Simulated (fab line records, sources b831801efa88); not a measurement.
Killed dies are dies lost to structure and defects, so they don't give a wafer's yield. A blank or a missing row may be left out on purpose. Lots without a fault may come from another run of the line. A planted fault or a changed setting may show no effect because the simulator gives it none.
fab line records | flow gf180mcu
record lots=13 wafers=39 last_day=34
route steps=602 shown PSD@261 NSD@262 SAB@265 CONTACT@314
lots that met no fault: from a run of the same line without faults
start_h: hours from the record's first day to the start of the lot's first wafer shown | wait_h: hours since the lot's step before | " the same as in the row above | L1.1+2: a row that stands for several wafers | - no value, or no start given | * or withheld: withheld | < > ~ a bound
route shown NAME@n: a module of which the file shows steps, and the number in the route of the first | usual: mean/standard deviation of fault-free wafers | same: alike in all rows | chamber/n: place in a boat | sites: the reading at each site | _std_site: their standard deviation | _edge_site: outer sites' mean less inner sites' | radius_mm: how far each site lies from the wafer's centre | mask NAME#n: copy n | behind: the tool/chamber that last shaped the wafer | hold: why the lot was held/for how many hours/how that ended | device: the transistor (n, p or np) that didn't switch | end of line: the same wafers' tests at the end of the route | a step without rows: its recipe alone | killed: dies lost to structure and defects at the first sort, not the wafer's yield | map: a wafer's dies, x killed, . not, _ none there
set.NAME: the setting as run; set.NAME@STEP: as run at that earlier step | model.NAME: the simulator's own value behind a step, which no gauge read
steps of the route over a sample of lots; a table a step, a row a wafer
services: from which hour (start_h, from the record's first day; less than 0 if before it) a tool's chamber was out of use, for how many hours, and why
## steps
# step GF_PSD_RTA_13
# recipe temp_c=1025 time_s=20 ambient=N2
# usual lamp_power_pct=32.5/1.6 wafer_temp_C_max=1030.2/1.4
# columns lot.wafer tool chamber start_h wait_h lamp_power_pct wafer_temp_C_max
L252.1 rtp_anneal-01 0 329.69 0.0 34.1 1029.6
L252.3 " 0 " " 34.2 1030.0
L252.4 " 0 " " 34.1 1030.1
L253.2 rtp_anneal-02 0 334.03 0.0 30.9 1032.4
L253.3 " 0 " " 30.9 1029.5
L253.6 " 0 " " 30.9 1030.2
L255.4 rtp_anneal-02 0 358.19 0.0 30.9 1030.3
L255.5 " 0 " " 31.0 1031.0
L255.6 " 0 " " 30.9 1029.0
L256.1 rtp_anneal-01 0 361.77 0.0 34.1 1028.7
L256.3 " 0 " " 34.1 1027.7
L256.4 " 0 " " 34.1 1027.9
L258.3 rtp_anneal-02 0 377.92 0.0 30.9 1030.9
L258.5 " 0 " " 31.0 1028.9
L258.6 " 0 " " 30.9 1031.6
L259.3 rtp_anneal-01 0 386.07 0.0 34.2 1028.7
L259.5 " 0 " " 34.1 1030.6
L259.6 " 0 " " 34.2 1028.7
L260.1 rtp_anneal-02 0 391.00 0.0 31.0 1030.9
L260.3 " 0 " " 31.0 1031.8
L260.6 " 0 " " 30.9 1032.2
L261.1 rtp_anneal-02 0 406.17 0.0 30.9 1030.0
L261.2 " 0 " " 30.9 1029.9
L261.5 " 0 " " 31.0 1030.7
L262.1 rtp_anneal-01 0 421.20 0.0 34.1 1028.7
L262.4 " 0 " " 34.1 1028.9
L262.5 " 0 " " 34.2 1029.8
L265.2 rtp_anneal-01 0 442.39 0.0 34.1 1030.4
L265.4 " 0 " " 34.1 1030.2
L265.5 " 0 " " 34.2 1028.9
L268.1 rtp_anneal-01 0 468.06 0.0 34.2 1028.8
L268.4 " 0 " " 34.2 1028.4
L268.5 " 0 " " 34.1 1029.0
L271.2 rtp_anneal-02 0 489.49 0.0 30.9 1034.9
L271.3 " 0 " " 30.9 1031.2
L271.4 " 0 " " 30.9 1032.3
L272.2 rtp_anneal-02 0 496.09 0.0 30.9 1031.7
L272.5 " 0 " " 30.9 1031.4
L272.6 " 0 " " 30.9 1030.7
# step GF_PSD_RS_MEAS_14
# recipe thk_meas_gauge=four-point-probe
# usual NSD_RS=46.15/0.087
# columns lot.wafer tool chamber start_h wait_h NSD_RS[ohm/sq]
L252.1 film_metro-04 - 329.78 0.1 46.04
L252.3 " - " " 46.05
L252.4 " - " " 46.09
L253.2 film_metro-03 - 334.12 0.1 46.26
L253.3 " - " " 46.20
L253.6 " - " " 46.14
L255.4 film_metro-03 - 358.29 0.1 46.11
L255.5 " - " " 46.18
L255.6 " - " " 46.16
L256.1 film_metro-03 - 361.85 0.1 46.14
L256.3 " - " " 46.11
L256.4 " - " " 46.21
L258.3 film_metro-03 - 378.01 0.1 46.21
L258.5 " - " " 46.27
L258.6 " - " " 46.16
L259.3 film_metro-02 - 386.16 0.1 46.14
L259.5 " - " " 45.99
L259.6 " - " " 46.19
L260.1 film_metro-02 - 391.08 0.1 46.19
L260.3 " - " " 46.27
L260.6 " - " " 46.24
L261.1 film_metro-04 - 406.25 0.1 46.08
L261.2 " - " " 46.04
L261.5 " - " " 46.04
L262.1 film_metro-03 - 421.28 0.1 46.29
L262.4 " - " " 46.12
L262.5 " - " " 46.09
L265.2 film_metro-03 - 442.48 0.1 42.73
L265.4 " - " " 42.62
L265.5 " - " " 42.70
L268.1 film_metro-03 - 468.14 0.1 42.63
L268.4 " - " " 42.54
L268.5 " - " " 42.48
L271.2 film_metro-02 - 489.58 0.1 46.12
L271.3 " - " " 46.15
L271.4 " - " " 46.20
L272.2 film_metro-03 - 496.18 0.1 46.24
L272.5 " - " " 46.19
L272.6 " - " " 46.24
# step GF_PSD_RS_MEAS_15
# recipe thk_meas_gauge=four-point-probe
# usual PSD_RS=108.6/0.34
# columns lot.wafer tool chamber start_h wait_h PSD_RS[ohm/sq]
L252.1 film_metro-04 - 329.90 0.1 108.2
L252.3 " - " " 107.8
L252.4 " - " " 108.3
L253.2 film_metro-03 - 334.24 0.1 109.3
L253.3 " - " " 108.7
L253.6 " - " " 108.5
L255.4 film_metro-03 - 358.41 0.1 108.4
L255.5 " - " " 108.5
L255.6 " - " " 108.7
L256.1 film_metro-03 - 361.97 0.1 108.9
L256.3 " - " " 108.9
L256.4 " - " " 109.0
L258.3 film_metro-03 - 378.13 0.1 108.5
L258.5 " - " " 108.9
L258.6 " - " " 108.9
L259.3 film_metro-02 - 386.28 0.1 108.5
L259.5 " - " " 108.0
L259.6 " - " " 108.3
L260.1 film_metro-02 - 391.20 0.1 108.7
L260.3 " - " " 108.8
L260.6 " - " " 109.2
L261.1 film_metro-04 - 406.37 0.1 108.2
L261.2 " - " " 107.9
L261.5 " - " " 108.2
L262.1 film_metro-03 - 421.40 0.1 108.6
L262.4 " - " " 108.4
L262.5 " - " " 108.2
L265.2 film_metro-03 - 442.60 0.1 98.5
L265.4 " - " " 98.8
L265.5 " - " " 99.0
L268.1 film_metro-03 - 468.26 0.1 98.2
L268.4 " - " " 98.3
L268.5 " - " " 98.3
L271.2 film_metro-02 - 489.70 0.1 108.5
L271.3 " - " " 108.5
L271.4 " - " " 109.2
L272.2 film_metro-03 - 496.30 0.1 109.0
L272.5 " - " " 109.1
L272.6 " - " " 108.7
# step GF_SAB_THK_MEAS_01
# recipe reads=SiO2_of_SAB_CVD_00
# usual SAB_CVD_00_THK=50.3/0.66
# columns lot.wafer tool chamber start_h wait_h SAB_CVD_00_THK[nm]
L252.1 film_metro-01 - 330.04 0.0 50.6
L252.3 " - " " 49.8
L252.4 " - " " 51.0
L253.2 film_metro-01 - 334.37 0.0 49.6
L253.3 " - " " 50.3
L253.6 " - " " 50.3
L255.4 film_metro-01 - 358.52 0.0 50.1
L255.5 " - " " 49.4
L255.6 " - " " 49.7
L256.1 film_metro-04 - 362.11 0.0 50.2
L256.3 " - " " 51.0
L256.4 " - " " 51.4
L258.3 film_metro-01 - 378.25 0.0 49.5
L258.5 " - " " 50.3
L258.6 " - " " 51.1
L259.3 film_metro-03 - 386.40 0.0 50.0
L259.5 " - " " 50.5
L259.6 " - " " 50.7
L260.1 film_metro-03 - 391.34 0.0 50.5
L260.3 " - " " 50.6
L260.6 " - " " 50.6
L261.1 film_metro-01 - 406.51 0.0 49.9
L261.2 " - " " 51.0
L261.5 " - " " 51.2
L262.1 film_metro-03 - 421.54 0.0 51.1
L262.4 " - " " 50.4
L262.5 " - " " 51.6
L265.2 film_metro-01 - 442.73 0.0 49.5
L265.4 " - " " 50.8
L265.5 " - " " 50.7
L268.1 film_metro-01 - 468.40 0.0 49.9
L268.4 " - " " 51.7
L268.5 " - " " 50.5
L271.2 film_metro-03 - 489.83 0.0 50.1
L271.3 " - " " 50.7
L271.4 " - " " 50.9
L272.2 film_metro-01 - 496.42 0.0 50.4
L272.5 " - " " 49.9
L272.6 " - " " 51.1
# step GF_SAB_ETCH_11
# recipe chemistry=C4F8/O2/Ar mask_material=NOVOLAK target=SiO2 target_depth_nm=55 source_w=1500 bias_w=1200 pressure_mtorr=40 c4f8_flow_sccm=withheld O2_flow_sccm=6 Ar_flow_sccm=300 time_s=8.5
# usual oes_product_au=1.003/0.012
# columns lot.wafer tool chamber start_h wait_h oes_product_au rf_hours_counter_h
L252.1 rie_diel-04 3 351.38 0.0 1.013 5
L252.3 " 1 " " 1.008 0
L252.4 " 2 " " 1.005 20
L253.2 rie_diel-01 1 355.98 0.0 1.010 16
L253.3 " 0 " " 1.010 2
L253.6 " 2 " " 1.013 -
L255.4 rie_diel-03 2 381.49 0.0 0.985 13
L255.5 " 1 " " 1.014 -
L255.6 " 2 " " 0.986 -
L256.1 rie_diel-04 1 384.25 0.0 1.013 1
L256.3 " 0 " " 0.983 15
L256.4 " 2 " " 0.994 21
L258.3 rie_diel-01 1 402.08 0.0 1.008 17
L258.5 " 3 " " 1.005 -
L258.6 " 2 " " 1.011 -
L259.3 rie_diel-04 0 410.14 0.0 0.982 16
L259.5 " 0 " " 0.986 -
L259.6 " 1 " " 1.020 -
L260.1 rie_diel-01 3 414.24 0.0 1.002 40
L260.3 " 0 " " 1.018 4
L260.6 " 2 " " 1.012 -
L261.1 rie_diel-03 3 431.29 0.0 0.996 88
L261.2 " 2 " " 0.971 15
L261.5 " 3 " " 0.997 -
L262.1 rie_diel-04 1 445.90 0.0 1.016 3
L262.4 " 3 " " 1.013 7
L262.5 " 3 " " 1.007 -
L265.2 rie_diel-01 2 467.30 0.0 1.008 8
L265.4 " 1 " " 1.019 19
L265.5 " 2 " " 1.007 -
L268.1 rie_diel-01 0 491.93 0.0 1.010 6
L268.4 " 3 " " 1.000 41
L268.5 " 0 " " 1.023 -
L271.2 rie_diel-01 3 513.44 0.0 0.996 42
L271.3 " 2 " " 1.010 9
L271.4 " 1 " " 1.001 20
L272.2 rie_diel-04 0 520.09 0.0 1.001 18
L272.5 " 1 " " 1.010 -
L272.6 " 2 " " 1.001 -
# step GF_CONTACT_CMP_27
# recipe stop_on=SiO2 down_force_psi=3.5 platen_rpm=60 t_overpolish_s=15 target_thk_nm=0 pad_velocity_m_s=0.94248
# usual motor_current_A=10.9/1.3 overpolish_run_s=15.001/0.0091 retaining_ring_pressure_frac=1.001/0.0047 time_to_endpoint_s=75/4.1
# columns lot.wafer tool chamber start_h wait_h motor_current_A overpolish_run_s retaining_ring_pressure_frac time_to_endpoint_s
L252.1 cmp-02 1 376.01 0.2 10.0 14.988 1.001 74
L252.3 " 2 " " 13.2 14.992 1.003 73
L252.4 " 3 " " 11.1 14.986 1.009 72
L253.3 cmp-02 2 380.40 0.0 13.3 15.007 0.998 78
L253.2 " 0 " " 10.4 14.989 1.001 72
L253.6 " 2 " " 12.2 14.986 1.001 73
L255.4 cmp-02 1 407.75 0.2 10.6 15.007 1.004 76
L255.5 " 2 " " 11.8 14.999 1.002 77
L255.6 " 3 " " 10.6 14.988 1.001 74
L256.1 cmp-01 1 410.38 0.1 10.2 15.013 1.004 83
L256.4 " 2 " " 10.0 14.982 1.002 72
L256.3 " 0 " " 12.8 14.994 0.995 76
L258.3 cmp-01 0 427.41 0.1 12.6 15.004 1.005 73
L258.6 " 3 " " 9.0 15.013 1.001 74
L258.5 " 0 " " 13.3 14.997 1.001 74
L259.3 cmp-01 1 437.69 0.1 10.1 15.005 1.000 78
L259.5 " 0 " " 13.1 15.001 0.997 70
L259.6 " 1 " " 9.8 14.987 1.001 79
L260.1 cmp-02 2 440.30 0.1 13.1 14.995 1.001 75
L260.3 " 1 " " 9.8 14.992 0.997 74
L260.6 " 2 " " 13.0 14.997 1.003 76
L261.2 cmp-01 0 458.05 0.0 13.1 14.975 0.999 69
L261.1 " 3 " " 9.3 14.987 0.999 70
L261.5 " 1 " " 10.2 15.006 0.997 75
L262.4 cmp-01 0 473.25 0.0 13.0 14.999 1.006 71
L262.1 " 1 " " 10.2 14.993 0.998 75
L262.5 " 0 " " 12.9 15.006 1.007 68
L265.2 cmp-01 2 494.14 0.0 9.9 14.992 0.997 76
L265.4 " 1 " " 10.1 15.011 1.007 81
L265.5 " 2 " " 10.2 15.004 1.002 76
L268.1 cmp-01 1 517.70 0.1 10.4 14.985 1.002 83
L268.4 " 2 " " 10.7 14.994 0.993 75
L268.5 " 2 " " 10.0 15.017 0.998 75
L271.3 cmp-02 0 538.71 0.0 10.3 15.000 1.003 69
L271.4 " 1 " " 10.8 15.008 0.997 72
L271.2 " 3 " " 10.5 15.001 1.001 70
L272.2 cmp-02 0 545.78 0.2 10.4 14.994 0.996 74
L272.5 " 1 " " 10.5 15.003 1.002 80
L272.6 " 2 " " 11.9 15.021 1.007 75
## services
# columns tool chamber start_h hours kind
cmp-01 - 316.45 2.6 repair
rtp_anneal-01 - 333.68 3.9 pm
rie_diel-03 - 353.05 0.7 repair
rie_diel-04 0 358.01 5.0 repair
cmp-02 - 364.76 6.7 pm
cmp-01 - 373.44 4.2 pm
rie_diel-01 1 380.94 8.9 repair
cmp-02 - 382.59 0.2 repair
cmp-01 - 404.00 4.0 pm
rie_diel-03 1 409.55 7.0 repair
rie_diel-03 0 411.23 5.9 repair
cmp-02 - 416.11 1.9 repair
rie_diel-03 2 454.76 4.1 repair
cmp-01 - 463.07 6.1 pm
rie_diel-04 - 467.16 0.5 repair
rie_diel-01 3 471.23 5.9 repair
cmp-02 - 477.30 1.6 repair
rie_diel-04 0 490.47 8.3 repair
cmp-02 - 493.78 18.3 pm
cmp-02 - 514.74 4.8 pm
cmp-01 - 518.64 5.8 repair
rie_diel-01 2 519.59 8.1 repair
cmp-02 - 520.85 0.9 repair
rie_diel-04 1 541.71 18.8 repair
## key
first_sign step=GF_PSD_RS_MEAS_14 reading=NSD_RS direction=down sigmas=41 usual=46.15 struck=42.62
effect step=GF_PSD_RS_MEAS_15 reading=PSD_RS direction=down sigmas=30 usual=108.6 struck=98.5
met_at GF_PSD_RTA_13
struck_lots L265,L268
rows_end L265.2,L265.4,L265.5
tester_left_out L268
not_acting_at GF_SAB_THK_MEAS_01,GF_SAB_ETCH_11,GF_CONTACT_CMP_27
onset_between 421.20 442.39
fault kind=process_parameter_drift tool=rtp_anneal-01 chamber=- onset_h=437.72 steps=GF_PSD_RTA_13 channel=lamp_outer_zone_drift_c offset=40 shape=step end_h=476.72
# tester_left_out: of these lots the tester's yield and bins aren't shown, on N5 and GAA mostly nor the transistor test; their killed dies are dies lost to structure and defects alone, not to doping, threshold or leakage, so they don't give the yield
# rows_end: these wafers met a further fault down the route, and their rows from its step on are left out
